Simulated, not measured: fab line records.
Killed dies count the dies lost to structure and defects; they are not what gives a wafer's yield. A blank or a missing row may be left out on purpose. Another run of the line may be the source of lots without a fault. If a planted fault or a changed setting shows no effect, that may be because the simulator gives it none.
What tool caused it? / flow sky130 / 6 lots with 18 wafers sampled at 4 steps, on a route of 708 steps

== WHAT THE GAUGES SHOWED, per wafer ==
SKY_VIA1_THK_MEAS_01.
lot=L508; measured=day 33 08:15; on=film metro-02; VIA1_HDPCVD_THK (nm)=1007 1021 1009
lot=L514; measured=day 35 08:15; on=film metro-02; VIA1_HDPCVD_THK (nm)=1007 998 1002
lot=L512; measured=day 35 10:28; on=film metro-02; VIA1_HDPCVD_THK (nm)=1016 1028 1014
lot=L517; measured=day 36 09:22; on=film metro-04; VIA1_HDPCVD_THK (nm)=1017 1020 1014
lot=L525; measured=day 38 16:02; on=film metro-04; VIA1_HDPCVD_THK (nm)=1016 1038 1037
lot=L529; measured=day 41 05:39; on=film metro-04; VIA1_HDPCVD_THK (nm)=1044 1057 1048

== WHAT TOOL EACH LOT RAN ON (gives the tool, then ch and the chambers of the sampled wafers, and finally the start) ==
lot=L508; SKY_LOCAL_INTERCONNECT_ETCH_13=rie metal-02 ch 0, day 30 21:25; SKY_LOCAL_INTERCONNECT_STRIP_15=plasma asher-03 ch 0,1, day 30 21:37; SKY_METAL1_SPUTTER_02=pvd sputter-01, day 32 03:31
lot=L514; SKY_LOCAL_INTERCONNECT_ETCH_13=rie metal-04 ch 1, day 32 22:23; SKY_LOCAL_INTERCONNECT_STRIP_15=plasma asher-03 ch 0,1, day 32 22:29; SKY_METAL1_SPUTTER_02=pvd sputter-04, day 34 03:45
lot=L512; SKY_LOCAL_INTERCONNECT_ETCH_13=rie metal-02 ch 0,1, day 33 01:15; SKY_LOCAL_INTERCONNECT_STRIP_15=plasma asher-01 ch 0,1, day 33 01:23; SKY_METAL1_SPUTTER_02=pvd sputter-04, day 34 06:14
lot=L517; SKY_LOCAL_INTERCONNECT_ETCH_13=rie metal-04 ch 0,1, day 34 01:08; SKY_LOCAL_INTERCONNECT_STRIP_15=plasma asher-01 ch 0,1, day 34 01:14; SKY_METAL1_SPUTTER_02=pvd sputter-04, day 35 06:06
lot=L525; SKY_LOCAL_INTERCONNECT_ETCH_13=rie metal-04 ch 0,1, day 36 08:49; SKY_LOCAL_INTERCONNECT_STRIP_15=plasma asher-01 ch 0,1, day 36 08:56; SKY_METAL1_SPUTTER_02=pvd sputter-01, day 37 13:35
lot=L529; SKY_LOCAL_INTERCONNECT_ETCH_13=rie metal-02 ch 0,1, day 38 14:14; SKY_LOCAL_INTERCONNECT_STRIP_15=plasma asher-03 ch 0,1, day 38 14:21; SKY_METAL1_SPUTTER_02=pvd sputter-01, day 39 18:17
- SKY_LOCAL_INTERCONNECT_ETCH_13: etches BARC in N2/H2, stops on SiO2, time 45.9 s, target depth 60 nm.
- SKY_LOCAL_INTERCONNECT_STRIP_15: strips in O2/N2.
- SKY_METAL1_SPUTTER_02: material AlCu, target thk 250 nm, time 13.3 s.

== THE ANSWER, worked out from the rows above alone ==
Rule: the lots themselves supply what counts as usual. The widest of any qualifying gaps counts: lots, ordered by their means at a reading, are off when they make up no more than a third of the lots, leave a main group of 4 or more, and stand apart from it by 3 or more times the standard deviation of that group's means. Not used: any main group whose means are identical at the precision the tables above print for the reading. A lot without any number at a reading at which 4 lots or more have one is off too. All remaining lots with rows at the step are treated as sound.
No lot is off at any reading shown: from this, nothing can be told.

== WHAT THE SIMULATOR HAD PUT IN ==
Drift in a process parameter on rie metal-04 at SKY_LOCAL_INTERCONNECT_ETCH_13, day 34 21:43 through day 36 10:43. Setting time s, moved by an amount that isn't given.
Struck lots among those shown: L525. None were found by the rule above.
